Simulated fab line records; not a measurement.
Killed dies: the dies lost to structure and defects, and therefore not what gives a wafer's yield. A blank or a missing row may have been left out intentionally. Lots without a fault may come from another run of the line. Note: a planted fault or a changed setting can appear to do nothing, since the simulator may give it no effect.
The tool behind it: which one?    flow gf180mcu    45 wafers from 15 lots sampled at 4 of the route's 602 steps

== WHAT THE GAUGES SHOWED, per wafer ==
GF_M3_RS_MEAS_05: measures by four-point-probe.
lot   measured      on            M3_ALCU_RS (ohm/sq)
L176  day 20 17:31  filmMetro-03  0.0694 0.0707 0.0697
L178  day 21 12:51  filmMetro-03  0.0694 0.0693 0.0700
L180  day 22 21:24  filmMetro-02  0.0696 0.0702 0.0700
L181  day 22 23:34  filmMetro-01  0.0703 0.0705 0.0707
L183  day 23 20:20  filmMetro-01  0.0703 0.0692 0.0698
L184  day 24 02:14  filmMetro-03  0.0693 0.0693 0.0693
L185  day 24 06:46  filmMetro-02  0.0701 0.0705 0.0700
L186  day 24 13:59  filmMetro-03  0.0689 0.0678 0.0687
L188  day 25 07:53  filmMetro-01  0.0697 0.0697 0.0697
L189  day 25 10:38  filmMetro-01  0.0705 0.0700 0.0697
L190  day 25 16:25  filmMetro-02  0.0677 0.0677 0.0689
L192  day 26 09:44  filmMetro-02  0.0685 0.0684 0.0690
L194  day 26 23:31  filmMetro-03  0.0684 0.0685 0.0688
L197  day 27 18:19  filmMetro-01  0.0691 0.0692 0.0694
L198  day 28 11:21  filmMetro-01  0.0697 0.0696 0.0694

GF_V3_THK_MEAS_01.
lot   measured      on            V3_CVD_00_THK (nm)
L176  day 21 18:41  filmMetro-03  600 601 602
L178  day 22 12:55  filmMetro-02  601 609 601
L180  day 23 21:01  filmMetro-03  589 599 592
L181  day 23 23:04  filmMetro-03  593 593 593
L183  day 24 19:03  filmMetro-02  598 606 595
L184  day 25 00:56  filmMetro-03  598 607 600
L185  day 25 05:15  filmMetro-02  609 608 608
L186  day 25 11:43  filmMetro-03  609 598 608
L192  day 27 06:47  filmMetro-03  597 598 597
L194  day 27 20:52  filmMetro-03  592 599 601
L197  day 28 14:59  filmMetro-02  600 597 598
L198  day 29 07:55  filmMetro-03  599 599 595

== WHICH TOOL RAN EACH LOT (tool, then ch and the chambers of the sampled wafers, then the start) ==
lot   GF_V2_STRIP_18                       GF_M3_PEB_12
L176  plasmaAsher-04 ch 0,1, day 20 15:49  lithoTrack-01 ch 0, day 21 17:28
L178  plasmaAsher-04 ch 0,1, day 21 11:24  lithoTrack-03 ch 0, day 22 11:40
L180  plasmaAsher-04 ch 0,1, day 22 19:55  lithoTrack-03 ch 0, day 23 19:46
L181  plasmaAsher-01 ch 0,1, day 22 22:03  lithoTrack-03 ch 0, day 23 21:49
L183  plasmaAsher-04 ch 0,1, day 23 18:53  lithoTrack-02 ch 0, day 24 17:51
L184  plasmaAsher-04 ch 0,1, day 24 00:47  lithoTrack-03 ch 0, day 24 23:44
L185  plasmaAsher-03 ch 0,1, day 24 05:15  lithoTrack-01 ch 0, day 25 04:01
L186  plasmaAsher-04 ch 0,1, day 24 12:12  lithoTrack-02 ch 0, day 25 10:29
L188  plasmaAsher-04 ch 0,1, day 25 06:26  lithoTrack-02, day 26 04:48
L189  plasmaAsher-04 ch 0,1, day 25 09:11  lithoTrack-02, day 26 06:47
L190  plasmaAsher-01 ch 0,1, day 25 14:58  lithoTrack-03, day 26 13:16
L192  plasmaAsher-04 ch 0,1, day 26 08:16  lithoTrack-02 ch 0, day 27 05:34
L194  plasmaAsher-03 ch 0,1, day 26 22:01  lithoTrack-02 ch 0, day 27 19:38
L197  plasmaAsher-01 ch 0,1, day 27 16:52  lithoTrack-02 ch 0, day 28 13:46
L198  plasmaAsher-04 ch 0,1, day 28 09:53  lithoTrack-01 ch 0, day 29 06:42
- GF_V2_STRIP_18: strips in O2/N2.
- GF_M3_PEB_12: peb time 90 s.

== AS READ BY THE TOOLS THEMSELVES (means over the sampled wafers that have a number; for cases with no such wafer, the mark the record gives instead) ==
GF_V2_STRIP_18.
lot   tool            drypumpMotorCurrentA (A)  heaterPowerW (W)  oesProductAu (a.u.)
L176  plasmaAsher-04  5.6                       336               0.596
L178  plasmaAsher-04  5.6                       337               0.598
L180  plasmaAsher-04  5.8                       349               0.593
L181  plasmaAsher-01  6.0                       336               0.595
L183  plasmaAsher-04  5.6                       336               0.596
L184  plasmaAsher-04  5.6                       338               0.592
L185  plasmaAsher-03  6.0                       334               0.592
L186  plasmaAsher-04  5.8                       347               0.598
L188  plasmaAsher-04  5.8                       350               0.594
L189  plasmaAsher-04  5.6                       338               0.594
L190  plasmaAsher-01  6.0                       341               0.593
L192  plasmaAsher-04  5.6                       335               0.589
L194  plasmaAsher-03  6.0                       331               0.591
L197  plasmaAsher-01  6.0                       330               0.592
L198  plasmaAsher-04  5.6                       337               0.596

GF_M3_PEB_12.
lot   tool           chillPlateTempC (C)  exhaustPa (Pa)
L176  lithoTrack-01  23.07                46.1
L178  lithoTrack-03  23.13                45.8
L180  lithoTrack-03  23.03                45.0
L181  lithoTrack-03  23.19                44.9
L183  lithoTrack-02  22.87                45.7
L184  lithoTrack-03  22.99                44.4
L185  lithoTrack-01  22.98                43.6
L186  lithoTrack-02  23.17                44.9
L188  lithoTrack-02  -                    -
L189  lithoTrack-02  -                    -
L190  lithoTrack-03  -                    -
L192  lithoTrack-02  22.89                45.3
L194  lithoTrack-02  23.06                45.2
L197  lithoTrack-02  22.94                45.4
L198  lithoTrack-01  22.83                44.3

== THE ANSWER, worked out from the rows above alone ==
Rule: what is usual is taken from the lots themselves. Put in order of their means at a reading, lots are off if they are a third of the lots or fewer, leave a main group of 4 or more, and stand apart from it by a gap of 3 or more times the standard deviation of the main group's means; of several such gaps the widest counts. A main group whose means are all the same, to the digits that the tables above print for the reading, isn't used. Also off: a lot with no number at a reading for which 4 or more lots have one. All remaining lots with rows at the step are treated as sound. After the gauges, taken in route order, come the tools' own readings; for these a lot's mean is taken, as printed above. The first step at which some lot is off is used, and at that step the reading that is off furthest; a lot without a number counts as furthest.
Off at GF_M3_PEB_12 (chillPlateTempC): L188, L189, L190. Without a number there: L188, L189, L190. Mean 23.01 C and standard deviation 0.11 in the main group.
A tool fits if, at that step or a process step before it, it ran every lot that is off, and no sound lot after the first of them. No candidate that was tried fits.

== WHAT WAS PUT IN BY THE SIMULATOR ==
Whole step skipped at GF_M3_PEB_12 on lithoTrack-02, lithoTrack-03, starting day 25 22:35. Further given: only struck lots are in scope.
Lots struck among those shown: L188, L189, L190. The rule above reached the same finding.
